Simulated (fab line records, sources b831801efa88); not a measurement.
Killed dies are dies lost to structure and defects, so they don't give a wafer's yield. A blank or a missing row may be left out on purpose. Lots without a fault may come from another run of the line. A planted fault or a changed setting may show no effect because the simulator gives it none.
fab line records | flow sky130
record lots=4 wafers=12 last_day=49
route steps=708 shown VIA2@509 METAL3@532 CAPM@537 PAD_OPEN@708
lots that met no fault: from a run of the same line without faults
start_h: hours from the record's first day to the start of the lot's first wafer shown | wait_h: hours since the lot's step before | " the same as in the row above | L1.1+2: a row that stands for several wafers | - no value, or no start given | * or withheld: withheld | < > ~ a bound
route shown NAME@n: a module of which the file shows steps, and the number in the route of the first | usual: mean/standard deviation of fault-free wafers | same: alike in all rows | chamber/n: place in a boat | sites: the reading at each site | _std_site: their standard deviation | _edge_site: outer sites' mean less inner sites' | radius_mm: how far each site lies from the wafer's centre | mask NAME#n: copy n | behind: the tool/chamber that last shaped the wafer | hold: why the lot was held/for how many hours/how that ended | device: the transistor (n, p or np) that didn't switch | end of line: the same wafers' tests at the end of the route | a step without rows: its recipe alone | killed: dies lost to structure and defects at the first sort, not the wafer's yield | map: a wafer's dies, x killed, . not, _ none there
set.NAME: the setting as run; set.NAME@STEP: as run at that earlier step | model.NAME: the simulator's own value behind a step, which no gauge read
lots at some steps of the route; a table a step, a row a wafer
services: from which hour (start_h, from the record's first day; less than 0 if before it) a tool's chamber was out of use, for how many hours, and why
## steps
# step SKY_VIA2_CMP_02
# recipe material=SiO2 down_force_psi=4 platen_rpm=60 pad_velocity_m_s=0.94248
# step SKY_VIA2_DEHYDRATE_04
# recipe temp_c=200 time_s=60
# step SKY_VIA2_HMDS_05
# recipe prime_time_s=60 prime_temp_c=120
# step SKY_VIA2_COAT_06
# recipe resist=BARC temp_c=withheld time_s=withheld spin_rpm=3000 resist_thk_nm=60
# step SKY_VIA2_COAT_07
# recipe resist=KrF-thick spin_rpm=3000 resist_thk_nm=450
# step SKY_VIA2_SOFTBAKE_08
# recipe temp_c=100 time_s=90 resist=KrF-thick
# step SKY_VIA2_EXPOSE_09
# recipe mask_id=VIM2 na=0.8 source_shape=annular sigma_inner=0.55 sigma_outer=0.85 target_cd_nm=200 dose_mj=38
# step SKY_VIA2_PEB_10
# recipe peb_temp_c=withheld peb_time_s=withheld resist=KrF-thick
# step SKY_VIA2_DEVELOP_11
# recipe develop_time_s=60 resist=KrF-thick dev_temp_c=21
# step SKY_VIA2_ETCH_14
# recipe chemistry=N2/H2 target=BARC ion_energy_ev=200 source_w=500 bias_w=100 pressure_mtorr=30 n2_flow_sccm=100 h2_flow_sccm=200 stop_on=SiO2 time_s=45.9 target_depth_a=600
# usual drypump_motor_current_A=5.8/0.37 oes_product_au=0.856/0.0044 throttle_valve_pct=13.224/0.0095
# same time_s=45.9
# columns lot.wafer tool chamber start_h wait_h drypump_motor_current_A oes_product_au rf_hours_counter_h throttle_valve_pct
L408.1 rie_diel-01 3 915.01 0.0 6.5 0.851 8 13.219
L408.3 " 2 " " 5.7 0.855 1 13.218
L408.6 " 1 " " 6.2 0.859 - 13.230
L415.1 rie_diel-02 1 967.67 0.0 5.9 0.857 8 13.236
L415.3 " 2 " " 6.2 0.853 8 13.209
L415.5 " 2 " " 6.2 0.857 - 13.237
L419.3 rie_diel-02 2 987.42 0.0 6.2 0.865 9 13.226
L419.4 " 1 " " 5.9 0.857 8 13.237
L419.5 " 3 " " 5.5 0.852 - 13.214
L420.4 rie_diel-02 3 988.31 0.0 5.4 0.857 12 13.239
L420.5 " 1 " " 5.9 0.858 - 13.238
L420.6 " 0 " " 5.3 0.861 - 13.244
# step SKY_VIA2_ETCH_15
# recipe target=SiO2 chemistry=C4F8/O2/Ar target_depth_nm=546 stop_on=TiN mask_material=KrF-thick source_w=1500 bias_w=1200 pressure_mtorr=40 c4f8_flow_sccm=withheld O2_flow_sccm=6 Ar_flow_sccm=300 time_s=84
# step SKY_VIA2_STRIP_16
# recipe chemistry=O2/N2 power_w=1400 pressure_mtorr=1500 platen_temp_c=withheld o2_flow_sccm=3000 n2_flow_sccm=300 overash_fraction=0.5
# step SKY_VIA2_STRIP_17
# recipe chemistry=post_etch_residue_remover time_s=1200 temp_c=72.5
# step SKY_VIA2_CLEAN_18
# recipe chemistry=IPA time_s=180 temp_c=25
# step SKY_VIA2_CLEAN_19
# recipe chemistry=O3/DIW dry=n2_spin
# step SKY_VIA2_SPUTTER_20
# recipe material=TiN target_thk_nm=20 chamber_pressure_pa=5 power_w=4000 time_s=80
# step SKY_VIA2_CVD_21
# recipe material=W target_thk_nm=420 time_s=126.4 temp_c=400 pressure_torr=40
# step SKY_VIA2_CMP_24
# recipe stop_on=SiO2 t_overpolish_s=20 down_force_psi=3.5 platen_rpm=60 target_thk_nm=0 pad_velocity_m_s=0.94248
# step SKY_METAL3_SPUTTER_00
# recipe material=Ti target_thk_nm=15 power_w=3000 time_s=10 chamber_pressure_pa=0.4
# step SKY_METAL3_SPUTTER_01
# recipe material=TiN target_thk_nm=20 power_w=6500 time_s=16.7 chamber_pressure_pa=0.4
# step SKY_METAL3_SPUTTER_02
# recipe material=AlCu target_thk_nm=735 power_w=10600 time_s=39.1 chamber_pressure_pa=0.4
# step SKY_METAL3_SPUTTER_03
# recipe material=Ti target_thk_nm=5 power_w=3000 time_s=3.3 chamber_pressure_pa=0.4
# step SKY_METAL3_SPUTTER_04
# recipe material=TiN target_thk_nm=70 power_w=6500 time_s=58.3 chamber_pressure_pa=0.4
# step SKY_CAPM_CVD_00
# recipe material=SiO2 target_thk_nm=15.5 temp_c=400 time_s=withheld rf_w=450
# step SKY_CAPM_SPUTTER_02
# recipe material=TiN target_thk_nm=200 temp_c=300 power_w=6500 time_s=166.7 chamber_pressure_pa=0.4
# step SKY_CAPM_DEHYDRATE_05
# recipe temp_c=200 time_s=60
# step SKY_CAPM_HMDS_06
# recipe prime_time_s=60 prime_temp_c=120
# step SKY_CAPM_COAT_07
# recipe resist=NOVOLAK spin_rpm=3000 resist_thk_nm=1140
# step SKY_CAPM_SOFTBAKE_08
# recipe temp_c=90 time_s=60 resist=NOVOLAK
# step SKY_CAPM_EXPOSE_09
# recipe mask_id=CAPM na=0.6 source_shape=conventional sigma_outer=0.6 polarization=unpolarized target_cd_nm=1000 dose_mj=159
# step SKY_CAPM_PEB_10
# recipe temp_c=withheld time_s=* resist=NOVOLAK
# step SKY_CAPM_DEVELOP_11
# recipe resist=NOVOLAK developer=TMAH develop_time_s=60 dev_temp_c=23
# step SKY_CAPM_METAL_ETCH_13
# recipe target_depth_nm=220 stop_on=SiO2 chemistry=Cl2/BCl3 target=TiN pressure_mtorr=10 icp_w=900 bias_w=48.5 Cl2_flow_sccm=60 bcl3_flow_sccm=30 time_s=62.9
# step SKY_PAD_OPEN_PROBE_99
# usual defect_limited_yield=82.5/1.9 killed_at_M0_to_M3=44/6.4 killed_at_M4_up=3.4/2.1 killed_at_contacts=23/5 killed_at_front_end=15/4.5 killed_at_other=0.3/0.54 killed_dies=86/9.5 killed_on_rim=17/3.9 killed_open=48/6.9 killed_short=38/5.9 sort_bin_3_pad_short=0.8/0.44 sort_bin_5_function=10.5/1.6 sort_bin_6_memory=6.1/1.1 sort_n_pass=406/9.5 sort_yield_pct=82.5/1.9
# same gross_dies=492 killed_at_back_side=0 sort_bin_4_leakage[%]=0 sort_bin_8_speed[%]=0
# columns lot.wafer tool chamber start_h wait_h defect_limited_yield[%] killed_at_M0_to_M3 killed_at_M4_up killed_at_contacts killed_at_front_end killed_at_other killed_dies killed_on_rim killed_open killed_short sort_bin_3_pad_short[%] sort_bin_5_function[%] sort_bin_6_memory[%] sort_n_pass sort_yield_pct[%] model.etest.tester.sort_n_pass model.etest.tester.sort_yield_pct model.etest.tester.sort_bin_3_pct
L408.1 prober-02 - 1126.73 0.1 83.5 38 0 29 14 0 81 12 44 37 0.6 8.7 7.1 411 83.5 411 83.54 0.6098
L408.3 prober-02 - 1126.83 0.2 81.3 47 2 34 8 1 92 17 63 29 0.4 11.2 7.1 400 81.3 400 81.3 0.4065
L408.6 prober-02 - 1126.98 0.2 83.7 39 4 26 11 0 80 13 42 38 0.4 11.0 4.9 412 83.7 412 83.74 0.4065
L415.1 prober-01 - 1166.01 0.1 80.9 46 3 28 16 1 94 22 51 41 1.0 12.2 5.9 398 80.9 398 80.89 1.016
L415.3 prober-01 - 1166.11 0.2 84.3 36 1 25 15 0 77 9 42 34 1.4 9.1 5.1 415 84.3 415 84.35 1.423
L415.5 prober-01 - 1166.21 0.2 80.1 55 2 26 14 1 98 28 62 35 0.8 11.2 7.9 394 80.1 394 80.08 0.813
L419.3 prober-01 - 1182.39 0.2 82.3 50 3 20 14 0 87 21 45 42 1.2 12.0 4.5 405 82.3 405 82.32 1.22
L419.4 prober-01 - 1182.44 0.2 78.7 59 3 33 10 0 105 26 49 32 1.4 14.0 5.9 387 78.7 387 78.66 1.423
L419.5 prober-01 - 1182.49 0.2 83.9 38 5 21 15 0 79 13 44 35 0.8 8.9 6.3 413 83.9 413 83.94 0.813
L420.4 prober-02 - 1184.65 0.2 82.5 45 7 23 11 0 86 21 43 43 0.4 11.0 6.1 406 82.5 406 82.52 0.4065
L420.5 prober-02 - 1184.70 0.2 77.4 66 1 25 19 0 111 29 53 39 1.6 13.8 7.1 381 77.4 381 77.44 1.626
L420.6 prober-02 - 1184.75 0.2 83.5 40 4 26 10 1 81 14 48 33 0.4 8.5 7.5 411 83.5 411 83.54 0.4065
# killed by level:class
L408.1 VIA1:geometric_particle:open=10 CONTACT:geometric_particle:open=9 FIELD_ISO:geometric_particle:short=7 LI_CONTACT:geometric_particle:open=7 VIA2:geometric_particle:open=7 CONTACT:geometric_particle:short=6 METAL1:geometric_particle:short=6 LOCAL_INTERCONNECT:geometric_particle:short=4
L408.3 CONTACT:geometric_particle:open=16 VIA1:geometric_particle:open=14 VIA3:geometric_particle:open=10 LI_CONTACT:geometric_particle:open=7 CONTACT:geometric_particle:short=7 VIA2:geometric_particle:open=6 METAL1:geometric_particle:short=5 VIA3:geometric_particle:short=3
L408.6 LI_CONTACT:geometric_particle:open=10 VIA1:geometric_particle:open=9 VIA3:geometric_particle:open=7 POLY_GATE:geometric_particle:short=6 CONTACT:geometric_particle:open=6 VIA2:geometric_particle:open=6 LI_CONTACT:geometric_particle:short=5 VIA2:geometric_particle:short=5
L415.1 VIA1:geometric_particle:open=13 LI_CONTACT:geometric_particle:open=9 CONTACT:geometric_particle:open=9 METAL2:geometric_particle:short=7 VIA3:geometric_particle:open=6 FIELD_ISO:geometric_particle:short=5 CONTACT:geometric_particle:short=5 VIA2:geometric_particle:open=5
L415.3 LI_CONTACT:geometric_particle:open=7 CONTACT:geometric_particle:open=7 FIELD_ISO:geometric_particle:open=6 VIA1:geometric_particle:open=6 METAL2:geometric_particle:short=6 CONTACT:geometric_particle:short=5 POLY_GATE:geometric_particle:short=4 VIA1:geometric_particle:short=4
L415.5 VIA1:geometric_particle:open=16 VIA2:geometric_particle:open=11 LI_CONTACT:geometric_particle:open=9 FIELD_ISO:geometric_particle:open=8 CONTACT:geometric_particle:open=7 VIA3:geometric_particle:open=7 LOCAL_INTERCONNECT:geometric_particle:short=5 VIA1:geometric_particle:short=5
L419.3 VIA1:geometric_particle:open=12 CONTACT:geometric_particle:open=9 VIA1:geometric_particle:short=8 VIA3:geometric_particle:open=6 METAL2:geometric_particle:short=5 FIELD_ISO:geometric_particle:short=4 POLY_GATE:geometric_particle:open=4 POLY_GATE:geometric_particle:short=4
L419.4 VIA2:unspecified=24 LI_CONTACT:geometric_particle:open=12 CONTACT:geometric_particle:open=8 POLY_GATE:geometric_particle:open=6 CONTACT:geometric_particle:short=6 VIA1:geometric_particle:open=6 VIA2:geometric_particle:open=6 METAL1:geometric_particle:short=5
L419.5 CONTACT:geometric_particle:open=12 VIA1:geometric_particle:open=12 METAL1:geometric_particle:short=5 VIA2:geometric_particle:open=4 POLY_GATE:geometric_particle:open=4 POLY_GATE:geometric_particle:short=4 METAL4:geometric_particle:short=4 FIELD_ISO:geometric_particle:open=3
L420.4 VIA1:geometric_particle:open=9 METAL2:geometric_particle:short=9 CONTACT:geometric_particle:open=8 VIA2:geometric_particle:open=7 METAL1:geometric_particle:short=7 LI_CONTACT:geometric_particle:open=6 VIA1:geometric_particle:short=6 METAL4:geometric_particle:short=6
L420.5 VIA2:unspecified=19 VIA3:geometric_particle:open=12 LI_CONTACT:geometric_particle:open=9 CONTACT:geometric_particle:open=9 VIA1:geometric_particle:short=6 VIA1:geometric_particle:open=5 METAL2:geometric_particle:short=5 FIELD_ISO:geometric_particle:open=4
L420.6 VIA1:geometric_particle:open=16 CONTACT:geometric_particle:open=11 VIA3:geometric_particle:open=8 LI_CONTACT:geometric_particle:open=5 CONTACT:geometric_particle:short=5 FIELD_ISO:geometric_particle:short=4 VIA1:geometric_particle:short=4 METAL4:geometric_particle:short=4
# map L419.4 (x killed, . not)
__________......x.x._________
________.............._______
______xx..x...x........._____
_____xxx......x....x.....____
____xxxxx....x...x.....x..___
___xxxx...................x__
__xxxx..x..x.......xx......._
_xxxxxx....xx.x..x.........x.
_.x......x...................
_....x..x...xx..x....x.xx..x.
_..................x.........
_...x......xx.....x...x....x.
_...x.....xx..x....x..x......
_.......x.xx..x.x........x...
_............x.x...x.........
__.....x....x........x.x.x.x_
___xxxx.......x........x...__
____.xxx..............xx.x___
_____.x...xxx.........x..____
______.......x.......xx._____
________.........x...._______
__________.......xx._________
# map L420.5 (x killed, . not)
__________.x......x._________
________x............._______
______xxx......xx......._____
_____xxx.x...........xx..____
____xxxx..xx.x.....x......___
___xxxx.x............x..x..__
__xxxx.......xx..xx......x.x_
_xxx.x.x...xx..xx...x.x..x...
_......x......x.....x....xx..
_..x...............x.........
_.......xx...x..x.........x..
_.....x..x...x...x.......xx..
_xxx.x...x.....x.............
_...............x...x.x......
_.........x..xxx......x......
__..x...x.x.....x.......x..x_
___.xx.......x..........x..__
____..x........x.........x___
_____.......xx........x.x____
______.xx.x..x.........._____
________......x.x..x.x_______
__________.x....x..x_________
## services
# columns tool chamber start_h hours kind
rie_diel-02 - 894.71 2.8 pm
rie_diel-01 3 902.38 2.9 repair
## key
first_sign step=SKY_PAD_OPEN_PROBE_99 reading=killed_at_M0_to_M3 direction=up sigmas=2.9 usual=44 struck=62
effect step=SKY_PAD_OPEN_PROBE_99 reading=killed_on_rim direction=up sigmas=2.7 usual=17 struck=28
model_effect step=SKY_PAD_OPEN_PROBE_99 value=etest.tester.sort_n_pass without=403 struck=384
met_at SKY_VIA2_ETCH_14
struck_wafers L419.4,L420.5
onset_between 967.67 987.42
fault kind=chamber_particle_source tool=rie_diel-02 chamber=1 onset_h=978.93 steps=SKY_VIA2_ETCH_14 rate_per_visit_cm2=0.97968 end_h=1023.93
